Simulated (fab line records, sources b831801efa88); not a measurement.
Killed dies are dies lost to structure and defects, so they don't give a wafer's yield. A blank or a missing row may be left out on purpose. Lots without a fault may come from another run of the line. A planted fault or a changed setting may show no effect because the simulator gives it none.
One fault seen from 2 desks | flow sky130 | each desk has only its own numbers; what lay behind them comes last

THE METROLOGY DESK
What the gauges read, lot by lot, whatever tool the lot ran on: means of the sampled wafers that have a number. A lot is out of limits, marked OUT, if its mean lies more than 4 standard deviations from the usual mean; the brackets give that distance.
Columns: A = VIA2_BOW at SKY_VIA2_BOW_MEAS_03, usual 85 um
lot  | first seen here | A
L508 | day 35 05:35    | 81
L509 | day 35 12:49    | 90
L511 | day 36 04:46    | 92
L518 | day 38 12:44    | 88
L520 | day 39 05:35    | 79
L521 | day 39 14:12    | 84
L522 | day 39 21:15    | 84
L526 | day 40 21:19    | 85
L527 | day 41 04:42    | 82
L531 | day 42 06:54    | 83
L529 | day 42 09:46    | 82
L530 | day 42 10:04    | 81
This desk's finding: nothing out of limits on any of the 12 lots.

THE TOOL OWNER'S DESK: cmp-01
The tool's own readings at SKY_VIA2_CMP_02 (polishes SiO2): means of the sampled wafers that have a number, for each lot that ran on this tool. A lot is out of limits, marked OUT, if its mean lies more than 4 standard deviations from the usual mean; the brackets give that distance.
Columns: A = motor_current_A at SKY_VIA2_CMP_02, usual 12.1 A
lot  | first seen here | A
L518 | day 38 12:24    | 12.3
L520 | day 39 05:17    | 12.2
L521 | day 39 13:53    | 12.0
L522 | day 39 20:56    | 12.4
L531 | day 42 06:39    | 12.0
L529 | day 42 09:31    | 12.3
L530 | day 42 09:46    | 12.3
This desk's finding: nothing out of limits on any of the 7 lots.

PUT TOGETHER
The metrology desk saw nothing out of limits.
The tool owner's desk saw nothing out of limits.

WHAT THE SIMULATOR HAD PUT IN
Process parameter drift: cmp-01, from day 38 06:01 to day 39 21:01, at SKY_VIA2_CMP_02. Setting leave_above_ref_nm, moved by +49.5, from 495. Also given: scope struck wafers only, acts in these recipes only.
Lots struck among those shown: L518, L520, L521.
